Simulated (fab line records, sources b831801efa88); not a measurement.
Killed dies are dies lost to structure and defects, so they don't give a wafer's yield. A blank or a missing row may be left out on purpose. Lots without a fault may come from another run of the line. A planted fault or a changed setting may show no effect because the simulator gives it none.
fab line records | flow sky130
record lots=6 wafers=18 last_day=49
route steps=708 shown LOCAL_INTERCONNECT@405 CONTACT@406 PAD_OPEN@708
lots that met no fault: from a run of the same line without faults
start_h: hours from the record's first day to the start of the lot's first wafer shown | wait_h: hours since the lot's step before | " the same as in the row above | L1.1+2: a row that stands for several wafers | - no value, or no start given | * or withheld: withheld | < > ~ a bound
route shown NAME@n: a module of which the file shows steps, and the number in the route of the first | usual: mean/standard deviation of fault-free wafers | same: alike in all rows | chamber/n: place in a boat | sites: the reading at each site | _std_site: their standard deviation | _edge_site: outer sites' mean less inner sites' | radius_mm: how far each site lies from the wafer's centre | mask NAME#n: copy n | behind: the tool/chamber that last shaped the wafer | hold: why the lot was held/for how many hours/how that ended | device: the transistor (n, p or np) that didn't switch | end of line: the same wafers' tests at the end of the route | a step without rows: its recipe alone | killed: dies lost to structure and defects at the first sort, not the wafer's yield | map: a wafer's dies, x killed, . not, _ none there
set.NAME: the setting as run; set.NAME@STEP: as run at that earlier step | model.NAME: the simulator's own value behind a step, which no gauge read
lots at some steps of the route; a table a step, a row a wafer
services: from which hour (start_h, from the record's first day; less than 0 if before it) a tool's chamber was out of use, for how many hours, and why
## steps
# step SKY_LOCAL_INTERCONNECT_CLEAN_18
# recipe chemistry=O3/DIW dry=n2_spin
# step SKY_CONTACT_CVD_00
# recipe material=Si3N4 target_thk_nm=75 temp_c=400 time_s=withheld rf_w=450
# usual heater_power_w=721/120
# columns lot.wafer tool chamber start_h wait_h heater_power_w
L602.2 pecvd-04 0 711.21 0.0 741
L602.5 " 2 " " 681
L602.6 " 0 " " 736
L614.1 pecvd-01 2 795.26 0.0 706
L614.2 " 0 " " 558
L614.6 " 2 " " 713
L615.4 pecvd-03 1 804.40 0.0 987
L615.5 " 0 " " 807
L615.6 " 2 " " 694
L616.3 pecvd-01 1 808.54 0.0 643
L616.4 " 0 " " 572
L616.6 " 2 " " 673
L617.2 pecvd-01 1 820.06 0.0 676
L617.4 " 0 " " 504
L617.5 " 0 " " 521
L619.3 pecvd-03 2 850.01 0.0 680
L619.5 " 1 " " 990
L619.6 " 0 " " 812
# step SKY_CONTACT_THK_MEAS_01
# recipe reads=Si3N4_of_CONTACT_CVD_00
# usual CONTACT_CVD_00_THK=75.1/0.91
# columns lot.wafer tool chamber start_h wait_h CONTACT_CVD_00_THK[nm]
L602.2 film_metro-01 - 711.25 - 73.5
L602.5 " - " " 75.4
L602.6 " - " " 74.1
L614.1 film_metro-01 - 795.29 - 73.8
L614.2 " - " " 74.5
L614.6 " - " " 75.7
L615.4 film_metro-01 - 804.45 - 76.2
L615.5 " - " " 75.6
L615.6 " - " " 75.9
L616.3 film_metro-03 - 808.60 - 75.0
L616.4 " - " " 75.4
L616.6 " - " " 75.7
L617.2 film_metro-01 - 820.12 - 74.1
L617.4 " - " " 75.2
L617.5 " - " " 75.2
L619.3 film_metro-04 - 850.06 - 74.3
L619.5 " - " " 75.8
L619.6 " - " " 75.7
# step SKY_CONTACT_HDPCVD_02
# recipe material=SiO2 target_thk_nm=565 sigma_open_frac=0.3 time_s=94.2 temp_c=600 sih4_flow_sccm=60 pressure_mtorr=6
# step SKY_CONTACT_THK_MEAS_03
# recipe reads=SiO2_of_CONTACT_HDPCVD_02
# usual CONTACT_HDPCVD_THK=562/6.1
# columns lot.wafer tool chamber start_h wait_h CONTACT_HDPCVD_THK[nm]
L602.2 film_metro-03 - 711.38 0.0 564
L602.5 " - " " 562
L602.6 " - " " 561
L614.1 film_metro-01 - 795.42 0.0 559
L614.2 " - " " 550
L614.6 " - " " 552
L615.4 film_metro-03 - 804.58 0.0 556
L615.5 " - " " 571
L615.6 " - " " 562
L616.3 film_metro-04 - 808.73 0.1 564
L616.4 " - " " 556
L616.6 " - " " 561
L617.2 film_metro-04 - 820.25 0.0 561
L617.4 " - " " 564
L617.5 " - " " 566
L619.3 film_metro-01 - 850.19 0.1 561
L619.5 " - " " 570
L619.6 " - " " 562
# step SKY_CONTACT_CMP_04
# recipe material=SiO2 down_force_psi=4 platen_rpm=60 pad_velocity_m_s=0.94248
# usual motor_current_A=12.2/1.4 time_to_endpoint_s=82/4
# columns lot.wafer tool chamber start_h wait_h motor_current_A time_to_endpoint_s
L602.2 cmp-02 3 711.53 0.1 10.9 82
L602.6 " 1 " " 12.4 83
L602.5 " 2 " " 10.7 82
L614.2 cmp-01 3 795.48 0.0 14.5 75
L614.1 " 1 " " 10.0 76
L614.6 " 3 " " 14.2 73
L615.4 cmp-02 0 804.66 0.1 13.2 81
L615.5 " 3 " " 11.3 82
L615.6 " 0 " " 13.7 82
L616.3 cmp-02 2 808.82 0.1 11.0 82
L616.4 " 0 " " 13.8 78
L616.6 " 1 " " 13.1 84
L617.4 cmp-01 3 820.35 0.1 14.6 83
L617.2 " 0 " " 12.4 84
L617.5 " 3 " " 14.5 85
L619.3 cmp-01 1 850.28 0.1 9.8 81
L619.5 " 0 " " 12.1 86
L619.6 " 1 " " 9.5 77
# step SKY_CONTACT_BOW_MEAS_05
# recipe mode=bow
# usual CONTACT_BOW=84/7.5
# columns lot.wafer tool chamber start_h wait_h CONTACT_BOW[um]
L602.2 film_metro-01 - 711.75 0.2 84
L602.5 " - " " 65
L602.6 " - " " 82
L614.1 film_metro-04 - 795.78 0.1 84
L614.2 " - " " 97
L614.6 " - " " 85
L615.4 film_metro-01 - 804.97 0.3 87
L615.5 " - " " 81
L615.6 " - " " 77
L616.3 film_metro-04 - 809.11 0.2 95
L616.4 " - " " 96
L616.6 " - " " 91
L617.2 film_metro-01 - 820.62 0.2 86
L617.4 " - " " 79
L617.5 " - " " 86
L619.3 film_metro-04 - 850.57 0.2 84
L619.5 " - " " 79
L619.6 " - " " 83
# step SKY_CONTACT_DEHYDRATE_06
# recipe temp_c=200 time_s=60
# step SKY_CONTACT_HMDS_07
# recipe prime_time_s=60 prime_temp_c=120
# step SKY_CONTACT_COAT_08
# recipe resist=BARC temp_c=withheld time_s=withheld spin_rpm=3000 resist_thk_nm=60
# step SKY_CONTACT_COAT_09
# recipe resist=KrF-thick spin_rpm=3000 resist_thk_nm=450
# step SKY_CONTACT_SOFTBAKE_10
# recipe temp_c=100 time_s=90 resist=KrF-thick
# step SKY_CONTACT_EXPOSE_11
# recipe mask_id=CTM1 na=0.8 source_shape=annular sigma_inner=0.55 sigma_outer=0.85 target_cd_nm=170 dose_mj=38
# same sigma_inner=0.55
# columns lot.wafer tool chamber start_h wait_h mask
L602.2+5+6 krf_scanner-02 0 725.94 - CTM1#0
L614.1+2+6 krf_scanner-02 0 809.30 - CTM1#0
L615.4+5+6 krf_scanner-01 0 817.96 - CTM1#0
L616.3+4+6 krf_scanner-01 0 822.22 - CTM1#0
L617.2+4+5 krf_scanner-01 0 832.67 - CTM1#0
L619.3+5+6 krf_scanner-02 0 863.17 - CTM1#0
# step SKY_CONTACT_PEB_12
# recipe peb_temp_c=withheld peb_time_s=withheld resist=KrF-thick
# step SKY_CONTACT_DEVELOP_13
# recipe develop_time_s=60 resist=KrF-thick dev_temp_c=21
# step SKY_CONTACT_CD_MEAS_14
# recipe target_cd_nm=170
# usual cd_nm=169.4/1.9
# columns lot.wafer tool chamber start_h wait_h cd_nm
L602.2 cd_sem-01 - 738.87 - 168.2
L602.5 " - " " 169.7
L602.6 " - " " 168.5
L614.1 cd_sem-02 - 821.85 - 171.3
L614.2 " - " " 171.1
L614.6 " - " " 170.5
L615.4 cd_sem-01 - 829.44 - 170.7
L615.5 " - " " 171.5
L615.6 " - " " 171.0
L616.3 cd_sem-01 - 833.86 - 20.7
L616.4 " - " " 60.6
L616.6 " - " " 168.6
L617.2 cd_sem-01 - 845.89 - 54.8
L617.4 " - " " 88.0
L617.5 " - " " 35.0
L619.3 cd_sem-01 - 876.64 - 168.8
L619.5 " - " " 168.9
L619.6 " - " " 169.0
# step SKY_CONTACT_OVL_MEAS_15
# usual CONTACT_OVL=1/5.1
# columns lot.wafer tool chamber start_h wait_h CONTACT_OVL[nm]
L602.2 overlay-01 - 738.97 0.1 5
L602.5 " - " " 3
L602.6 " - " " -6
L614.1 overlay-01 - 821.97 0.1 -5
L614.2 " - " " -6
L614.6 " - " " -2
L615.4 overlay-02 - 829.52 0.1 4
L615.5 " - " " 2
L615.6 " - " " 9
L616.3 overlay-02 - 833.95 0.1 6
L616.4 " - " " 7
L616.6 " - " " 2
L617.2 overlay-02 - 846.00 0.1 -1
L617.4 " - " " 10
L617.5 " - " " 7
L619.3 overlay-01 - 876.73 0.1 -3
L619.5 " - " " -8
L619.6 " - " " -8
# step SKY_CONTACT_ETCH_16
# recipe chemistry=N2/H2 target=BARC ion_energy_ev=200 source_w=500 bias_w=100 pressure_mtorr=30 n2_flow_sccm=100 h2_flow_sccm=200 stop_on=SiO2 time_s=45.9 target_depth_a=600
# usual drypump_motor_current_A=5.6/0.37 oes_product_au=0.855/0.0047 throttle_valve_pct=13.225/0.0085
# columns lot.wafer tool chamber start_h wait_h drypump_motor_current_A oes_product_au rf_hours_counter_h throttle_valve_pct model.CONTACT.cd_nm
L602.2 rie_diel-04 3 739.00 0.0 5.3 0.856 4 13.208 168.6
L602.5 " 3 " " 5.3 0.850 - 13.229 169.8
L602.6 " 2 " " 5.4 0.859 - 13.217 168.8
L614.1 rie_diel-04 3 822.00 0.0 5.3 0.860 7 13.221 171.8
L614.2 " 1 " " 5.2 0.846 23 13.224 171.7
L614.6 " 3 " " 5.3 0.862 - 13.221 170.8
L615.4 rie_diel-01 3 829.56 0.0 5.8 0.862 - 13.237 171.2
L615.5 " 0 " " 5.7 0.852 - 13.226 172.5
L615.6 " 2 " " 5.9 0.856 - 13.212 171.2
L616.3 rie_diel-01 0 833.98 0.0 5.6 0.854 4 13.228 20.45
L616.4 " 2 " " 6.0 0.851 - 13.213 59.46
L616.6 " 0 " " 5.7 0.855 - 13.238 168.7
L617.2 rie_diel-01 1 846.03 0.0 5.4 0.855 15 13.220 54.04
L617.4 " 2 " " 6.0 0.850 13 13.226 87.63
L617.5 " 2 " " 6.0 0.858 - 13.232 35
L619.3 rie_diel-04 3 876.75 0.0 5.3 0.859 8 13.231 168.7
L619.5 " 0 " " 5.3 0.859 - 13.234 168.6
L619.6 " 1 " " 5.1 0.851 - 13.226 169.7
# step SKY_CONTACT_ETCH_17
# recipe target=SiO2 chemistry=C4F8/O2/Ar stop_on=Si3N4 mask_material=KrF-thick source_w=1500 bias_w=1200 pressure_mtorr=40 c4f8_flow_sccm=withheld O2_flow_sccm=6 Ar_flow_sccm=300 time_s=withheld target_depth_a=3400
# usual oes_product_au=0.893/0.0051
# columns lot.wafer tool chamber start_h wait_h oes_product_au
L602.2 rie_diel-04 3 739.05 0.0 0.888
L602.5 " 3 " " 0.897
L602.6 " 2 " " 0.892
L614.1 rie_diel-04 3 822.05 0.0 0.895
L614.2 " 1 " " 0.887
L614.6 " 3 " " 0.893
L615.4 rie_diel-01 3 829.60 0.0 0.889
L615.5 " 0 " " 0.897
L615.6 " 2 " " 0.898
L616.3 rie_diel-01 0 834.02 0.0 0.885
L616.4 " 2 " " 0.892
L616.6 " 0 " " 0.892
L617.2 rie_diel-01 1 846.07 0.0 0.899
L617.4 " 2 " " 0.904
L617.5 " 2 " " 0.898
L619.3 rie_diel-04 3 876.80 0.0 0.889
L619.5 " 0 " " 0.890
L619.6 " 1 " " 0.897
# step SKY_CONTACT_ETCH_18
# recipe target=Si3N4 chemistry=CHF3/O2 stop_on=TiN source_w=600 bias_w=200 pressure_mtorr=40 chf3_flow_sccm=50 O2_flow_sccm=5 time_s=39 target_depth_a=750
# usual O2_flow_sccm=4.999/0.015 chf3_flow_sccm=50.02/0.16 drypump_motor_current_A=5.6/0.37 oes_product_au=0.855/0.0076 throttle_valve_pct=8.793/0.0083
# columns lot.wafer tool chamber start_h wait_h O2_flow_sccm chf3_flow_sccm drypump_motor_current_A oes_product_au rf_hours_counter_h throttle_valve_pct model.CONTACT.cd_nm
L602.2 rie_diel-04 3 - - 4.995 50.11 5.3 0.852 4 8.803 168.5
L602.5 " 3 " " 4.992 49.90 5.3 0.858 - 8.787 169.6
L602.6 " 2 " " 5.017 50.00 5.4 0.855 - 8.773 168.5
L614.1 rie_diel-04 3 - - 5.004 50.13 5.3 0.843 7 8.785 171.8
L614.2 " 1 " " 4.992 49.98 5.2 0.858 23 8.784 171.5
L614.6 " 3 " " 4.986 49.82 5.3 0.857 - 8.799 170.8
L615.4 rie_diel-01 3 - - 4.986 49.97 5.8 0.867 - 8.803 171.4
L615.5 " 0 " " 4.989 49.91 5.6 0.853 - 8.786 172.4
L615.6 " 2 " " 4.999 50.18 5.9 0.853 - 8.797 171.4
L616.3 rie_diel-01 0 - - 5.010 50.30 5.6 0.852 4 8.785 20.35
L616.4 " 2 " " 4.993 49.90 5.9 0.850 - 8.802 59.72
L616.6 " 0 " " 4.997 50.06 5.6 0.855 - 8.782 168.8
L617.2 rie_diel-01 1 - - 4.983 50.07 5.4 0.855 15 8.776 53.92
L617.4 " 2 " " 5.021 49.88 5.9 0.857 13 8.786 87.95
L617.5 " 2 " " 5.004 49.80 5.9 0.862 - 8.794 35.31
L619.3 rie_diel-04 3 - - 4.978 49.86 5.3 0.855 8 8.786 168.6
L619.5 " 0 " " 4.982 49.89 5.2 0.866 - 8.790 168.6
L619.6 " 1 " " 5.027 50.32 5.2 0.860 - 8.812 169.8
# step SKY_CONTACT_STRIP_19
# recipe chemistry=O2/N2 power_w=1400 pressure_mtorr=1500 platen_temp_c=withheld o2_flow_sccm=3000 n2_flow_sccm=300 overash_fraction=0.5
# usual drypump_motor_current_A=6.12/0.17 oes_product_au=0.380/0.005 strip_time_to_endpoint_s=3.619/0.028
# columns lot.wafer tool chamber start_h wait_h drypump_motor_current_A oes_product_au rf_hours_counter_h strip_time_to_endpoint_s
L602.2 plasma_asher-02 1 739.14 - 6.16 0.378 58 3.620
L602.5 " 0 " " 5.95 0.384 - 3.612
L602.6 " 1 " " 6.15 0.388 - 3.659
L614.1 plasma_asher-04 1 822.14 - 6.31 0.377 39 3.618
L614.2 " 0 " " 5.90 0.375 39 3.605
L614.6 " 1 " " 6.32 0.384 - 3.596
L615.4 plasma_asher-04 1 829.70 - 6.33 0.376 - 3.664
L615.5 " 1 " " 6.33 0.373 - 3.667
L615.6 " 0 " " 5.92 0.383 - 3.647
L616.3 plasma_asher-02 1 834.14 - 6.16 0.373 - 3.670
L616.4 " 0 " " 5.97 0.380 - 3.614
L616.6 " 0 " " 5.98 0.374 - 3.640
L617.2 plasma_asher-02 1 846.16 - 6.12 0.383 70 3.651
L617.4 " 0 " " 5.99 0.388 - 3.610
L617.5 " 1 " " 6.13 0.379 - 3.613
L619.3 plasma_asher-03 0 876.92 - 6.46 0.376 - 3.538
L619.5 " 1 " " 6.08 0.377 - 3.628
L619.6 " 0 " " 6.46 0.384 - 3.595
# step SKY_PAD_OPEN_PROBE_99
# usual killed_at_M0_to_M3=45/7 killed_at_M4_up=3.4/1.8 killed_at_contacts=24/5.4 killed_at_front_end=16/4.8 killed_at_other=0.4/0.62 killed_dies=89/10 killed_on_rim=17/3.5 killed_open=48/7.2 killed_short=40/6.3
# same gross_dies=492 killed_at_back_side=0
# columns lot.wafer tool chamber start_h wait_h killed_at_M0_to_M3 killed_at_M4_up killed_at_contacts killed_at_front_end killed_at_other killed_dies killed_on_rim killed_open killed_short
L615.4 prober-01 - 1148.13 0.2 49 1 22 11 0 83 25 47 35
L615.5 prober-01 - 1148.18 0.2 33 8 27 16 1 85 18 44 41
L615.6 prober-01 - 1148.23 0.2 47 4 20 9 0 80 15 44 36
L616.3 prober-02 - 1150.07 0.2 41 3 436 10 2 492 96 48 45
L616.4 prober-02 - 1150.12 0.2 33 2 442 15 0 492 96 60 48
L616.6 prober-02 - 1150.22 0.2 53 2 56 9 0 120 23 75 45
L617.2 prober-01 - 1155.97 0.1 47 3 416 25 1 492 96 73 55
L617.4 prober-01 - 1156.07 0.2 42 3 434 13 0 492 96 80 48
L617.5 prober-01 - 1156.12 0.2 48 6 426 12 0 492 96 73 41
L619.3 prober-01 - 1176.87 0.2 42 1 23 19 2 87 21 47 38
L619.5 prober-01 - 1176.97 0.2 40 3 21 12 0 76 16 47 29
L619.6 prober-01 - 1177.02 0.2 42 3 18 9 0 72 19 49 23
# killed by level:class
L615.4 VIA1:geometric_particle:open=11 CONTACT:geometric_particle:open=9 VIA2:geometric_particle:open=9 LOCAL_INTERCONNECT:geometric_particle:short=6 METAL2:geometric_particle:short=6 VIA3:geometric_particle:open=6 METAL1:geometric_particle:short=5 FIELD_ISO:geometric_particle:short=4
L615.5 LI_CONTACT:geometric_particle:open=10 VIA1:geometric_particle:open=7 METAL4:geometric_particle:short=7 POLY_GATE:geometric_particle:open=6 VIA3:geometric_particle:open=6 VIA1:geometric_particle:short=6 LOCAL_INTERCONNECT:geometric_particle:short=5 CONTACT:geometric_particle:open=5
L615.6 METAL1:geometric_particle:short=12 VIA3:geometric_particle:open=8 VIA1:geometric_particle:open=7 CONTACT:geometric_particle:open=6 VIA1:geometric_particle:short=6 VIA2:geometric_particle:open=6 LI_CONTACT:geometric_particle:open=5 LOCAL_INTERCONNECT:geometric_particle:short=4
L616.3 CONTACT:area_expose=398 CONTACT:geometric_particle:open=19 METAL1:geometric_particle:short=12 CONTACT:geometric_particle:short=7 VIA3:geometric_particle:open=6 LI_CONTACT:geometric_particle:open=5 VIA2:geometric_particle:open=5 METAL2:geometric_particle:short=5
L616.4 CONTACT:area_expose=383 CONTACT:geometric_particle:open=34 METAL2:geometric_particle:short=9 VIA1:geometric_particle:open=9 CONTACT:geometric_particle:short=8 LOCAL_INTERCONNECT:geometric_particle:short=8 FIELD_ISO:geometric_particle:open=4 POLY_GATE:geometric_particle:short=4
L616.6 CONTACT:geometric_particle:open=32 VIA1:geometric_particle:open=11 LI_CONTACT:geometric_particle:open=10 VIA1:geometric_particle:short=8 VIA2:geometric_particle:open=8 CONTACT:geometric_particle:short=7 VIA3:geometric_particle:open=6 METAL1:geometric_particle:short=5
L617.2 CONTACT:area_expose=363 CONTACT:geometric_particle:open=26 CONTACT:geometric_particle:short=12 LI_CONTACT:geometric_particle:open=10 VIA1:geometric_particle:open=10 VIA2:geometric_particle:open=9 FIELD_ISO:geometric_particle:short=8 METAL1:geometric_particle:short=8
L617.4 CONTACT:area_expose=364 CONTACT:geometric_particle:open=39 CONTACT:geometric_particle:short=15 VIA1:geometric_particle:open=13 VIA2:geometric_particle:open=9 LI_CONTACT:geometric_particle:open=8 METAL1:geometric_particle:short=6 POLY_GATE:geometric_particle:short=5
L617.5 CONTACT:area_expose=377 CONTACT:geometric_particle:open=27 VIA1:geometric_particle:open=15 CONTACT:geometric_particle:short=11 VIA3:geometric_particle:open=9 LI_CONTACT:geometric_particle:open=6 FIELD_ISO:geometric_particle:open=5 VIA1:geometric_particle:short=4
L619.3 VIA1:geometric_particle:open=10 LI_CONTACT:geometric_particle:open=8 POLY_GATE:geometric_particle:open=7 METAL2:geometric_particle:short=7 METAL1:geometric_particle:short=7 VIA2:geometric_particle:open=6 POLY_GATE:geometric_particle:short=4 CONTACT:geometric_particle:open=4
L619.5 CONTACT:geometric_particle:open=12 VIA1:geometric_particle:open=12 VIA2:geometric_particle:open=7 VIA1:geometric_particle:short=6 METAL1:geometric_particle:short=5 FIELD_ISO:geometric_particle:short=4 LI_CONTACT:geometric_particle:open=4 VIA3:geometric_particle:open=4
L619.6 VIA2:geometric_particle:open=12 VIA1:geometric_particle:open=7 CONTACT:geometric_particle:open=6 LI_CONTACT:geometric_particle:open=6 VIA3:geometric_particle:open=6 VIA1:geometric_particle:short=6 POLY_GATE:geometric_particle:open=3 METAL2:geometric_particle:open=3
# map L616.3 (x killed, . not)
__________xxxxxxxxxx_________
________xxxxxxxxxxxxxx_______
______xxxxxxxxxxxxxxxxxx_____
_____xxxxxxxxxxxxxxxxxxxx____
____xxxxxxxxxxxxxxxxxxxxxx___
___xxxxxxxxxxxxxxxxxxxxxxxx__
__xxxxxxxxxxxxxxxxxxxxxxxxxx_
_xxxxxxxxxxxxxxxxxxxxxxxxxxxx
_xxxxxxxxxxxxxxxxxxxxxxxxxxxx
_xxxxxxxxxxxxxxxxxxxxxxxxxxxx
_xxxxxxxxxxxxxxxxxxxxxxxxxxxx
_xxxxxxxxxxxxxxxxxxxxxxxxxxxx
_xxxxxxxxxxxxxxxxxxxxxxxxxxxx
_xxxxxxxxxxxxxxxxxxxxxxxxxxxx
_xxxxxxxxxxxxxxxxxxxxxxxxxxxx
__xxxxxxxxxxxxxxxxxxxxxxxxxx_
___xxxxxxxxxxxxxxxxxxxxxxxx__
____xxxxxxxxxxxxxxxxxxxxxx___
_____xxxxxxxxxxxxxxxxxxxx____
______xxxxxxxxxxxxxxxxxx_____
________xxxxxxxxxxxxxx_______
__________xxxxxxxxxx_________
# map L617.2 (x killed, . not)
__________xxxxxxxxxx_________
________xxxxxxxxxxxxxx_______
______xxxxxxxxxxxxxxxxxx_____
_____xxxxxxxxxxxxxxxxxxxx____
____xxxxxxxxxxxxxxxxxxxxxx___
___xxxxxxxxxxxxxxxxxxxxxxxx__
__xxxxxxxxxxxxxxxxxxxxxxxxxx_
_xxxxxxxxxxxxxxxxxxxxxxxxxxxx
_xxxxxxxxxxxxxxxxxxxxxxxxxxxx
_xxxxxxxxxxxxxxxxxxxxxxxxxxxx
_xxxxxxxxxxxxxxxxxxxxxxxxxxxx
_xxxxxxxxxxxxxxxxxxxxxxxxxxxx
_xxxxxxxxxxxxxxxxxxxxxxxxxxxx
_xxxxxxxxxxxxxxxxxxxxxxxxxxxx
_xxxxxxxxxxxxxxxxxxxxxxxxxxxx
__xxxxxxxxxxxxxxxxxxxxxxxxxx_
___xxxxxxxxxxxxxxxxxxxxxxxx__
____xxxxxxxxxxxxxxxxxxxxxx___
_____xxxxxxxxxxxxxxxxxxxx____
______xxxxxxxxxxxxxxxxxx_____
________xxxxxxxxxxxxxx_______
__________xxxxxxxxxx_________
## services
# columns tool chamber start_h hours kind
krf_scanner-01 - 696.81 1.3 pm
rie_diel-01 2 698.04 8.8 repair
pecvd-01 1 700.81 7.9 repair
krf_scanner-02 - 702.57 1.5 repair
krf_scanner-02 - 704.09 1.3 pm
krf_scanner-01 - 710.36 1.0 pm
rie_diel-01 0 718.96 5.4 repair
rie_diel-01 2 723.79 4.3 repair
krf_scanner-01 - 725.32 0.8 pm
pecvd-01 2 726.89 15.2 repair
krf_scanner-01 - 729.16 0.7 repair
krf_scanner-01 - 731.59 4.4 pm
pecvd-01 - 732.04 1.0 repair
cmp-01 - 744.07 4.0 pm
krf_scanner-01 - 753.68 0.4 repair
krf_scanner-02 - 770.63 1.0 pm
cmp-02 - 771.08 0.4 repair
rie_diel-04 1 774.78 1.4 repair
rie_diel-01 1 783.22 52.3 repair
rie_diel-01 - 788.40 1.1 repair
pecvd-01 2 816.71 4.5 repair
rie_diel-01 3 822.50 3.9 repair
rie_diel-04 3 842.89 2.9 repair
rie_diel-01 3 874.57 11.6 repair
## key
first_sign step=SKY_CONTACT_CD_MEAS_14 reading=cd_nm direction=down sigmas=52 usual=169.4 struck=71.3 wafers_moved=5
effect step=SKY_PAD_OPEN_PROBE_99 reading=killed_at_contacts direction=up sigmas=64 usual=24 struck=368
model_effect step=SKY_CONTACT_ETCH_16 value=CONTACT.cd_nm without=168.6 struck=70.88
model_effect step=SKY_CONTACT_ETCH_18 value=CONTACT.cd_nm without=168.7 struck=71.01
more_kills_born_at SKY_CONTACT_EXPOSE_11@krf_scanner-01=1887
met_at SKY_CONTACT_EXPOSE_11
struck_wafers L616.3,L616.4,L616.6,L617.2,L617.4,L617.5
later_rows_left_out L616.3,L616.4,L617.2,L617.4,L617.5
tester_left_out L616,L617
onset_between 817.96 822.22
also_fits SKY_CONTACT_CVD_00:pecvd-01
fault kind=process_parameter_drift tool=krf_scanner-01 chamber=- onset_h=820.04 steps=SKY_CONTACT_EXPOSE_11 channel=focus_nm offset=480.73 spread_by_wafer=0.3 shape=step end_h=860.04
# tester_left_out: of these lots the tester's yield and bins aren't shown, on N5 and GAA mostly nor the transistor test; their killed dies are dies lost to structure and defects alone, not to doping, threshold or leakage, so they don't give the yield
# later_rows_left_out: the simulator's readings of these wafers behind a module that went badly wrong aren't trusted and aren't shown, but for the sort
